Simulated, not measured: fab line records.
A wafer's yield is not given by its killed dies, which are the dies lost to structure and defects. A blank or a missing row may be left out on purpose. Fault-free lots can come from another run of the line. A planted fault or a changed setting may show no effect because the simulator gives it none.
Chamber matching ; flow sky130 ; SKY_CONTACT_CMP_27 on cmp-02 has 4 sister chambers
The step polishes, stops on SiO2, t overpolish 15 s, target thk 0 nm. 14 wafers are shown with their chamber, then 7 later ones without.

== WAFERS, EACH WITH ITS CHAMBER ==
wafer;chamber;motor_current_A (A);overpolish_run_s (s);time_to_endpoint_s (s)
L961.1;0;9.8;15.012;83.7
L961.2;2;11.8;14.991;85.7
L961.3;1;12.4;14.989;84.0
L970.1;2;11.3;15.007;81.4
L970.4;1;12.7;15.010;84.4
L970.5;3;12.4;15.008;83.2
L971.1;3;11.6;15.009;82.1
L971.2;1;13.0;14.989;82.2
L971.4;2;12.6;14.981;86.4
L974.1;1;12.7;14.991;80.1
L974.3;2;12.5;15.007;81.4
L974.5;1;12.2;14.977;77.8
L975.2;0;8.9;14.988;79.9
L975.3;1;12.7;15.007;82.6

SIGNATURES (means of the wafers above)
reading;chamber 0;chamber 1;chamber 2;chamber 3;scatter within a chamber
motor_current_A;9.350;12.617;12.050;12.000;0.474
overpolish_run_s;15.00000;14.99383;14.99650;15.00850;0.0125
time_to_endpoint_s;81.800;81.850;83.725;82.650;2.47
Rule: distance of a wafer from a chamber = root of the sum over the readings of ((wafer's reading minus chamber's mean) / reading's scatter) squared. The wafer belongs to the nearest chamber; if the next one is less than 2 further off, it can't be placed. The scatter is the square root of a quotient: the sum, over the shown wafers, of each reading's squared deviation from its chamber's mean, divided by wafers minus chambers.

== WAFERS WITHOUT THEIR CHAMBER ==
wafer;motor_current_A (A);overpolish_run_s (s);time_to_endpoint_s (s)
L975.6;12.2;14.993;81.1
L978.4;9.4;15.012;87.2
L978.5;9.6;14.990;87.5
L978.6;11.9;14.998;84.3
L979.1;9.6;14.985;80.9
L979.3;12.8;15.006;78.9
L979.5;12.6;14.999;80.2

== THE CHAMBER EACH PASSED THROUGH ==
wafer;from the rows above;in truth
L975.6;can't be placed: 1 or 2 or 3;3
L978.4;0;0
L978.5;0;0
L978.6;can't be placed: 2 or 3 or 1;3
L979.1;0;0
L979.3;can't be placed: 1 or 3 or 2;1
L979.5;can't be placed: 1 or 3 or 2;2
Correct placement for 3 of the 7. Not placeable from these rows: 4 (in 4, the candidates include the true chamber). 0 placed wrongly.
